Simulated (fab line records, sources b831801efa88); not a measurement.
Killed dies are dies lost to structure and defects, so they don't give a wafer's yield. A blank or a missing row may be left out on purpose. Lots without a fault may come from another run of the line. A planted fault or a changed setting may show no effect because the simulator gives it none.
Problem report in the 8D (eight disciplines) form, filled by code | flow gf180mcu | the parts of the form that need people (team, actions taken, sign-off) are left out

1. THE PROBLEM
HV_LDD_01_OVL at GF_HV_LDD_OVL_MEAS_20 reads a mean of -99.4 nm on 6 wafers of 2 lots; wafers without a fault read 0.2 nm with a standard deviation of 1.4. That is -71 standard deviations from the usual mean.
First seen on wafer L745.1, day 14 08:58, on overlay-01. The record holds 36 wafers of 12 lots with a number at this step. Rule for "out", or "out of limits": more than 4 standard deviations from the usual mean. The other wafers with a number count as sound.

2. WHAT IT IS AND WHAT IT IS NOT
question                    | is                     | is not
which readings at this step | HV_LDD_01_OVL          | -
which lots                  | L745, L746             | L735, L736, L737, L749, L750, L751, L752, L753, L756, L757
which wafers of those lots  | all that have a number | -
read on which gauges        | overlay-01, overlay-02 | -
when                        | from day 14 08:58      | up to then (9 sound wafers); but 21 sound wafers of L749, L750, L751, L752, L753, L756, L757 came after

3. SUSPECTS, AND WHAT RULES EACH OUT
Counting: a tool at a process step up to the reading stays a suspect if it ran every lot that is out and no sound lot after the first of them.
- the gauge at GF_HV_LDD_OVL_MEAS_20: ruled out. The wafers that are out were read on 2 gauges (overlay-01, overlay-02).
- iline_stepper-01 at GF_HV_LDD_EXPOSE_16 (exposes mask Pplus LV AREA, target cd 400 nm): kept. It ran every lot that is out, first L745 (day 13 22:47), and no sound lot after that; its last sound lot up to then is L737 (day 11 11:16).
Left after counting: iline_stepper-01 at GF_HV_LDD_EXPOSE_16.

4. THE CAUSE (what the simulator had put in)
Scanner matching overlay: iline_stepper-01, from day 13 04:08 on, at GF_HV_LDD_EXPOSE_16. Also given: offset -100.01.
Counting left only this tool.

5. THE CHAIN OF EFFECTS, in route order
Each row: a reading whose mean over the struck wafers that have a number lies more than 3 standard deviations from the usual. Only readings for which the record gives a usual standard deviation are gone through. hours: the time from each lot's start at the first step in this table that gives one to its start at this step, as a median over the lots. sigmas: the change in usual standard deviations.
hours | step                  | reading       | usual  | on struck wafers | change | sigmas
0     | GF_HV_LDD_OVL_MEAS_20 | HV_LDD_01_OVL | 0.2 nm | -99.4            | -99.6  | -71

6. WHAT WOULD HAVE CAUGHT IT SOONER
In this record the first reading out of limits at a measuring or inspecting step was taken at day 14 08:58, 29 hours after the fault began at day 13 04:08.
All the lots that are out (2) had begun GF_HV_LDD_EXPOSE_16 on iline_stepper-01 by day 14 08:58. A hold on the tool at that time would have spared none of them.
